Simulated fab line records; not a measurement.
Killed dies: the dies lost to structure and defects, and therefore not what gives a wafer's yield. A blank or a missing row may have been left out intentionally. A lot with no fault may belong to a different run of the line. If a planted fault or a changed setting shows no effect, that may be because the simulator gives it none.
fab line records    flow sky130
record lots=11  wafers=33  last_day=50
route steps=708 shown CAPM@549 VIA3@575 METAL4@600
lots untouched by any fault: they come from a run of this same line in which no faults occurred
start_h: hours from the record's opening day to when the first of the lot's shown wafers began    wait_h: hours from the lot's prior step to this one    " same as the row above    L1.1+2: a row that stands for several wafers    - either no value or no given start    * or withheld: withheld    < > ~ a bound
route shown NAME@n: names a module that has steps shown in the file, with the first one's number in the route    usual: mean/standard deviation of fault-free wafers    same: alike in all rows    chamber/n: place in a boat    sites: the reading at each site    _std_site: how widely they spread, as a standard deviation    _edge_site: the outer-site mean with the inner-site mean subtracted    radius_mm: how far each site lies from the wafer's centre    mask NAME#n: copy n    behind: the most recent tool/chamber to have shaped the wafer    hold: reason for holding the lot/hours on hold/outcome of the hold    device: which transistor (n, p or np) failed to switch    end of line: at the end of the route, the tests of the same wafers    for a step that has no rows: nothing shown but its recipe    killed: the dies lost at the first sort to structure and to defects; this is not the yield of the wafer    map: dies across one wafer; x = killed, . = not, _ = none there
set.NAME: the run value of the setting; set.NAME@STEP: its run value at that earlier step    model.NAME: the simulator's own value behind a step, which no gauge read
the route's steps for a sample of lots (tables are steps, rows are wafers)
services: from which hour (start_h, from the record's first day; less than 0 if before it) a tool's chamber was out of use, for how many hours, and why
## steps
# step SKY_CAPM_OVL_MEAS_12
# usual CAPM_OVL=-0.7/1.1
lot.wafer  tool        chamber  start_h  wait_h  CAPM_OVL[nm]
L968.2     overlay-01  -        881.21   0.1     -0.5
L968.4     "           -        "        "       -1.3
L968.6     "           -        "        "       -2.7
L969.1     overlay-01  -        884.31   0.1     -2.9
L969.2     "           -        "        "       -0.3
L969.4     "           -        "        "       -0.3
L970.2     overlay-01  -        886.71   0.1     -0.9
L970.3     "           -        "        "       -0.5
L970.4     "           -        "        "       -1.6
L971.2     overlay-01  -        897.26   0.1     -1.2
L971.4     "           -        "        "       -0.3
L971.6     "           -        "        "       -1.0
L975.2     overlay-02  -        926.26   0.1     -0.4
L975.4     "           -        "        "       -0.2
L975.6     "           -        "        "       -2.5
L976.1     overlay-01  -        933.36   0.1     -0.7
L976.4     "           -        "        "       0.2
L976.6     "           -        "        "       -1.2
L982.1     overlay-01  -        993.61   0.1     0.4
L982.3     "           -        "        "       -1.0
L982.4     "           -        "        "       -0.4
L983.2     overlay-01  -        994.26   0.1     -0.3
L983.3     "           -        "        "       -0.4
L983.4     "           -        "        "       -0.4
L984.1     overlay-02  -        994.27   0.1     -0.9
L984.4     "           -        "        "       -1.8
L984.6     "           -        "        "       0.9
L988.1     overlay-02  -        1009.11  0.1     -2.3
L988.4     "           -        "        "       -1.0
L988.6     "           -        "        "       -2.5
L989.1     overlay-02  -        1021.91  0.1     -0.4
L989.2     "           -        "        "       -1.8
L989.5     "           -        "        "       -0.2
# step SKY_VIA3_CMP_02
# recipe material=SiO2  down_force_psi=4  platen_rpm=60  pad_velocity_m_s=0.94248
# usual motor_current_A=12.0/0.97  retaining_ring_pressure_frac=1.000/0.0055
lot.wafer  tool    chamber  start_h  wait_h  motor_current_A  retaining_ring_pressure_frac
L968.2     cmp-01  2        909.22   0.1     11.9             1.009
L968.4     "       0        "        "       11.0             0.994
L968.6     "       2        "        "       12.3             1.004
L969.4     cmp-02  1        912.03   0.0     12.6             1.005
L969.2     "       2        "        "       11.4             1.006
L969.1     "       3        "        "       12.0             1.002
L970.2     cmp-02  1        914.48   0.1     12.6             1.006
L970.4     "       2        "        "       12.1             1.005
L970.3     "       3        "        "       11.5             1.007
L971.2     cmp-01  2        924.12   0.0     11.9             1.003
L971.4     "       1        "        "       10.7             0.996
L971.6     "       3        "        "       13.4             0.994
L975.2     cmp-02  1        952.61   0.0     12.6             1.001
L975.4     "       0        "        "       11.4             1.004
L975.6     "       2        "        "       12.9             0.994
L976.1     cmp-01  1        960.25   0.1     10.8             1.004
L976.4     "       3        "        "       13.7             0.999
L976.6     "       2        "        "       11.7             0.995
L982.1     cmp-01  0        1019.77  0.3     12.5             1.005
L982.4     "       1        "        "       10.3             0.994
L982.3     "       3        "        "       13.9             0.997
L983.2     cmp-01  2        1020.07  0.2     11.4             0.996
L983.3     "       3        "        "       13.2             1.004
L983.4     "       1        "        "       10.1             1.001
L984.1     cmp-01  0        1020.47  0.3     11.9             0.993
L984.4     "       1        "        "       10.3             0.995
L984.6     "       2        "        "       12.6             0.995
L988.1     cmp-02  1        1034.53  0.2     12.6             1.004
L988.4     "       2        "        "       11.9             1.003
L988.6     "       0        "        "       11.6             1.000
L989.1     cmp-02  1        1046.77  0.1     12.2             1.002
L989.2     "       2        "        "       11.8             1.003
L989.5     "       2        "        "       11.7             1.003
# step SKY_VIA3_ETCH_14
# recipe chemistry=N2/H2  target=BARC  ion_energy_ev=200  source_w=500  bias_w=100  pressure_mtorr=30  n2_flow_sccm=100  h2_flow_sccm=200  stop_on=SiO2  time_s=45.9  target_depth_a=600
# usual drypump_motor_current_A=5.6/0.46  oes_product_au=0.855/0.0047  throttle_valve_pct=13.223/0.0097
lot.wafer  tool         chamber  start_h  wait_h  drypump_motor_current_A  oes_product_au  rf_hours_counter_h  throttle_valve_pct
L968.2     rie_diel-01  0        934.01   0.0     5.3                      0.858           15                  13.240
L968.4     "            1        "        "       5.8                      0.852           11                  13.235
L968.6     "            0        "        "       5.3                      0.863           -                   13.223
L969.1     rie_diel-04  2        937.11   0.0     6.2                      0.851           11                  13.224
L969.2     "            3        "        "       5.9                      0.844           23                  13.209
L969.4     "            1        "        "       5.1                      0.855           4                   13.218
L970.2     rie_diel-01  1        939.84   0.0     5.8                      0.855           11                  13.229
L970.3     "            3        "        "       6.0                      0.860           19                  13.228
L970.4     "            2        "        "       5.8                      0.854           12                  13.206
L971.2     rie_diel-03  3        949.19   0.0     5.8                      0.849           23                  13.252
L971.4     "            2        "        "       5.9                      0.845           -                   13.209
L971.6     "            0        "        "       4.6                      0.849           -                   13.227
L975.2     rie_diel-04  0        976.37   0.0     5.8                      0.860           8                   13.216
L975.4     "            1        "        "       5.1                      0.847           5                   13.222
L975.6     "            1        "        "       5.1                      0.851           -                   13.213
L976.1     rie_diel-04  0        984.83   0.0     5.7                      0.847           8                   13.213
L976.4     "            1        "        "       5.1                      0.857           5                   13.221
L976.6     "            2        "        "       6.3                      0.853           -                   13.223
L982.1     rie_diel-01  0        1043.00  0.0     5.3                      0.854           19                  13.218
L982.3     "            3        "        "       6.1                      0.851           22                  13.229
L982.4     "            1        "        "       5.8                      0.858           15                  13.212
L983.2     rie_diel-03  3        1043.21  0.0     5.8                      0.850           26                  13.230
L983.3     "            0        "        "       4.6                      0.857           12                  13.229
L983.4     "            2        "        "       6.0                      0.855           17                  13.242
L984.1     rie_diel-01  1        1044.14  0.0     5.8                      0.855           15                  13.230
L984.4     "            3        "        "       6.1                      0.857           22                  13.212
L984.6     "            3        "        "       6.0                      0.859           -                   13.219
L988.1     rie_diel-01  2        1057.51  0.0     5.8                      0.861           16                  13.223
L988.4     "            3        "        "       6.0                      0.857           23                  13.234
L988.6     "            0        "        "       5.3                      0.858           -                   13.230
L989.1     rie_diel-04  1        1068.59  0.0     5.1                      0.851           8                   13.209
L989.2     "            3        "        "       5.9                      0.856           27                  13.210
L989.5     "            3        "        "       5.9                      0.852           -                   13.220
# step SKY_VIA3_STRIP_16
# recipe chemistry=O2/N2  power_w=1400  pressure_mtorr=1500  platen_temp_c=withheld  o2_flow_sccm=3000  n2_flow_sccm=300  overash_fraction=0.5
# usual drypump_motor_current_A=5.7/0.45  oes_product_au=0.402/0.0043  strip_time_to_endpoint_s=4.140/0.025
lot.wafer  tool             chamber  start_h  wait_h  drypump_motor_current_A  oes_product_au  rf_hours_counter_h  strip_time_to_endpoint_s
L968.2     plasma_asher-01  0        934.12   0.0     6.1                      0.402           112                 4.130
L968.4     "                1        "        "       5.2                      0.404           -                   4.129
L968.6     "                0        "        "       6.1                      0.411           -                   4.111
L969.1     plasma_asher-04  0        937.22   0.0     6.0                      0.394           48                  4.175
L969.2     "                1        "        "       5.8                      0.399           48                  4.148
L969.4     "                0        "        "       5.9                      0.407           -                   4.141
L970.2     plasma_asher-02  1        939.94   0.0     6.4                      0.409           20                  4.100
L970.3     "                0        "        "       5.1                      0.402           -                   4.109
L970.4     "                1        "        "       6.4                      0.399           -                   4.105
L971.2     plasma_asher-01  1        949.29   0.0     5.2                      0.401           113                 4.110
L971.4     "                1        "        "       5.2                      0.409           -                   4.089
L971.6     "                0        "        "       6.1                      0.398           -                   4.074
L975.2     plasma_asher-04  0        976.47   0.0     5.9                      0.400           53                  4.128
L975.4     "                0        "        "       5.9                      0.402           -                   4.125
L975.6     "                1        "        "       5.7                      0.407           -                   4.091
L976.1     plasma_asher-01  0        984.94   0.0     6.1                      0.399           118                 4.175
L976.4     "                1        "        "       5.2                      0.395           -                   4.164
L976.6     "                0        "        "       6.1                      0.403           -                   4.173
L982.1     plasma_asher-02  1        1043.10  0.0     6.4                      0.407           24                  4.130
L982.3     "                1        "        "       6.4                      0.404           -                   4.136
L982.4     "                0        "        "       5.1                      0.401           -                   4.156
L983.2     plasma_asher-01  0        1043.32  0.0     6.1                      0.400           124                 4.161
L983.3     "                0        "        "       6.1                      0.400           -                   4.154
L983.4     "                1        "        "       5.2                      0.402           -                   4.254
L984.1     plasma_asher-02  1        1044.24  0.0     6.4                      0.401           24                  4.107
L984.4     "                0        "        "       5.1                      0.403           -                   4.140
L984.6     "                0        "        "       5.1                      0.406           -                   4.150
L988.1     plasma_asher-04  1        1057.62  0.0     5.7                      0.407           61                  4.137
L988.4     "                0        "        "       5.9                      0.408           -                   4.178
L988.6     "                0        "        "       5.9                      0.403           -                   4.152
L989.1     plasma_asher-04  1        1068.69  0.0     5.7                      0.405           63                  4.136
L989.2     "                0        "        "       5.9                      0.400           63                  4.146
L989.5     "                1        "        "       5.8                      0.404           -                   4.127
# step SKY_METAL4_SPUTTER_02
# recipe material=AlCu  target_thk_nm=735  power_w=10600  time_s=39.1  chamber_pressure_pa=0.4
# usual throttle_valve_pct=30.1/0.81
lot.wafer  tool            chamber  start_h  wait_h  throttle_valve_pct
L968.2     pvd_sputter-03  -        935.46   0.0     29.9
L968.4     "               -        "        "       30.4
L968.6     "               -        "        "       30.2
L969.1     pvd_sputter-04  -        938.79   0.0     29.8
L969.2     "               -        "        "       31.3
L969.4     "               -        "        "       30.0
L970.2     pvd_sputter-03  -        941.32   0.0     30.2
L970.3     "               -        "        "       30.1
L970.4     "               -        "        "       30.7
L971.2     pvd_sputter-03  -        950.91   0.0     30.5
L971.4     "               -        "        "       29.9
L971.6     "               -        "        "       30.2
L975.2     pvd_sputter-03  -        977.81   0.0     30.1
L975.4     "               -        "        "       30.6
L975.6     "               -        "        "       30.2
L976.1     pvd_sputter-04  -        986.36   0.0     31.3
L976.4     "               -        "        "       30.0
L976.6     "               -        "        "       29.6
L982.1     pvd_sputter-03  -        1044.45  0.0     30.8
L982.3     "               -        "        "       30.1
L982.4     "               -        "        "       30.2
L983.2     pvd_sputter-01  -        1044.72  0.0     30.1
L983.3     "               -        "        "       30.0
L983.4     "               -        "        "       31.0
L984.1     pvd_sputter-04  -        1045.54  0.0     31.1
L984.4     "               -        "        "       30.1
L984.6     "               -        "        "       31.0
L988.1     pvd_sputter-01  -        1058.92  0.0     30.1
L988.4     "               -        "        "       30.7
L988.6     "               -        "        "       31.3
L989.1     pvd_sputter-04  -        1070.12  0.0     30.3
L989.2     "               -        "        "       29.9
L989.5     "               -        "        "       30.2
## services
tool             chamber  start_h  hours  kind
cmp-01           -        896.85   4.7    pm
plasma_asher-04  -        906.97   2.8    pm
cmp-01           -        912.01   4.0    pm
pvd_sputter-03   -        918.92   2.0    repair
pvd_sputter-04   -        918.99   4.4    repair
cmp-01           -        934.81   3.2    repair
cmp-01           -        936.22   2.3    repair
cmp-01           -        940.14   0.8    repair
plasma_asher-02  -        947.82   1.1    repair
plasma_asher-02  -        951.98   23.5   repair
cmp-01           -        952.18   4.1    repair
pvd_sputter-04   -        958.79   6.9    repair
cmp-01           -        963.14   1.5    repair
cmp-02           -        966.58   3.5    repair
rie_diel-01      3        970.75   6.0    repair
rie_diel-01      -        987.91   2.8    pm
rie_diel-04      -        990.30   0.2    repair
cmp-02           -        1019.09  7.9    pm
rie_diel-04      0        1019.98  5.1    repair
rie_diel-01      0        1053.17  3.2    repair
plasma_asher-01  -        1055.25  9.0    pm
rie_diel-04      2        1058.62  10.3   repair
rie_diel-01      2        1062.97  3.5    repair
rie_diel-01      0        1068.06  8.0    repair
## key
first_sign step=SKY_VIA3_STRIP_16  reading=strip_time_to_endpoint_s  direction=up  sigmas=4.6  usual=*  struck=*
effect none on later readings
met_at SKY_VIA3_ETCH_14
struck_lots L983
struck_wafers L983.4
not_acting_at SKY_CAPM_OVL_MEAS_12,SKY_VIA3_CMP_02,SKY_METAL4_SPUTTER_02
onset_between 949.19 1043.21
fault kind=process_parameter_drift  tool=rie_diel-03  chamber=2  onset_h=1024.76  steps=SKY_VIA3_ETCH_14  channel=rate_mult  offset=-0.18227  shape=step  end_h=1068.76
